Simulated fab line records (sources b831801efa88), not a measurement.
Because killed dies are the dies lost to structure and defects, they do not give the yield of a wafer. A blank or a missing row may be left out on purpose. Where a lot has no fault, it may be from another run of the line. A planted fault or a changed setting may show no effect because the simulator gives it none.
What tool caused it? | flow gf180mcu | 12 lots with 36 wafers sampled at 2 steps, on a route of 602 steps

== WHAT THE GAUGES READ, wafer by wafer ==
GF_TOP_METAL_CD_MEAS_14: target cd 440 nm. Usual: cdNm 439.9 nm, standard deviation 2.1.
lot  | measured     | on       | cdNm (nm)         | flag
L380 | day 29 05:12 | cdSem-02 | 438.3 438.1 439.3 | 
L381 | day 29 09:13 | cdSem-02 | 440.1 437.7 436.9 | 
L382 | day 29 10:05 | cdSem-02 | 440.3 443.1 442.8 | 
L384 | day 30 02:55 | cdSem-01 | 442.1 441.5 441.9 | 
L387 | day 30 13:41 | cdSem-01 | 443.7 443.4 442.7 | 
L388 | day 30 19:42 | cdSem-01 | 434.9 437.7 438.5 | 
L390 | day 31 08:30 | cdSem-02 | 441.0 440.1 440.3 | 
L394 | day 32 10:49 | cdSem-01 | 440.6 439.8 438.6 | 
L397 | day 33 03:11 | cdSem-01 | 441.1 442.4 444.5 | 
L398 | day 33 06:47 | cdSem-02 | 440.1 438.1 439.9 | 
L400 | day 33 15:12 | cdSem-01 | 440.7 441.6 442.1 | 
L402 | day 34 01:24 | cdSem-01 | 440.1 441.2 440.6 | 

== WHICH TOOL RAN EACH LOT (tool, then ch and the chambers of the sampled wafers, then the start) ==
lot  | GF_TOP_METAL_SPUTTER_03
L380 | pvdSputter-01, day 28 09:39
L381 | pvdSputter-01, day 28 13:46
L382 | pvdSputter-04, day 28 14:26
L384 | pvdSputter-04, day 29 07:57
L387 | pvdSputter-01, day 29 18:37
L388 | pvdSputter-01, day 30 01:56
L390 | pvdSputter-04, day 30 14:24
L394 | pvdSputter-02, day 31 18:14
L397 | pvdSputter-02, day 32 10:55
L398 | pvdSputter-01, day 32 14:37
L400 | pvdSputter-02, day 32 23:45
L402 | pvdSputter-02, day 33 09:57
- GF_TOP_METAL_SPUTTER_03: material Ti, target thk 5 nm, time 3.3 s.

== AS READ BY THE TOOLS THEMSELVES (means over the sampled wafers that have a number; for cases with no such wafer, the mark the record gives instead) ==
GF_TOP_METAL_SPUTTER_03. Usual: chamberPressurePa 0.2999 Pa, standard deviation 0.00061; throttleValvePct 29.9 %, standard deviation 1.1.
lot  | tool          | chamberPressurePa (Pa) | throttleValvePct (%) | flag
L380 | pvdSputter-01 | 0.3006                 | 27.8                 | 
L381 | pvdSputter-01 | 0.3001                 | 28.5                 | 
L382 | pvdSputter-04 | 0.2994                 | 30.8                 | 
L384 | pvdSputter-04 | 0.2998                 | 31.2                 | 
L387 | pvdSputter-01 | 0.3001                 | 29.8                 | 
L388 | pvdSputter-01 | 0.3000                 | 29.9                 | 
L390 | pvdSputter-04 | 0.3000                 | 31.0                 | 
L394 | pvdSputter-02 | 0.2994                 | 30.4                 | 
L397 | pvdSputter-02 | 0.2996                 | 29.3                 | 
L398 | pvdSputter-01 | 0.2998                 | 28.6                 | 
L400 | pvdSputter-02 | 0.3002                 | 29.7                 | 
L402 | pvdSputter-02 | 0.2995                 | 30.0                 | 

== THE ANSWER, worked out from the rows above alone ==
Rule: a lot is off if the mean of its wafers that have a number lies more than 3 standard deviations from the usual mean. Also off: a lot with no number at a reading for which 4 or more lots have one. Any other lot the step has rows for is counted as sound. The gauges are gone through in route order, then the tools' own readings, and for those a lot's mean is taken as printed above. The first step at which some lot is off is used, and at that step the reading that is off furthest; a lot without a number counts as furthest.
None of the lots is off at any reading shown; this tells nothing.

== WHAT HAD BEEN PUT IN BY THE SIMULATOR ==
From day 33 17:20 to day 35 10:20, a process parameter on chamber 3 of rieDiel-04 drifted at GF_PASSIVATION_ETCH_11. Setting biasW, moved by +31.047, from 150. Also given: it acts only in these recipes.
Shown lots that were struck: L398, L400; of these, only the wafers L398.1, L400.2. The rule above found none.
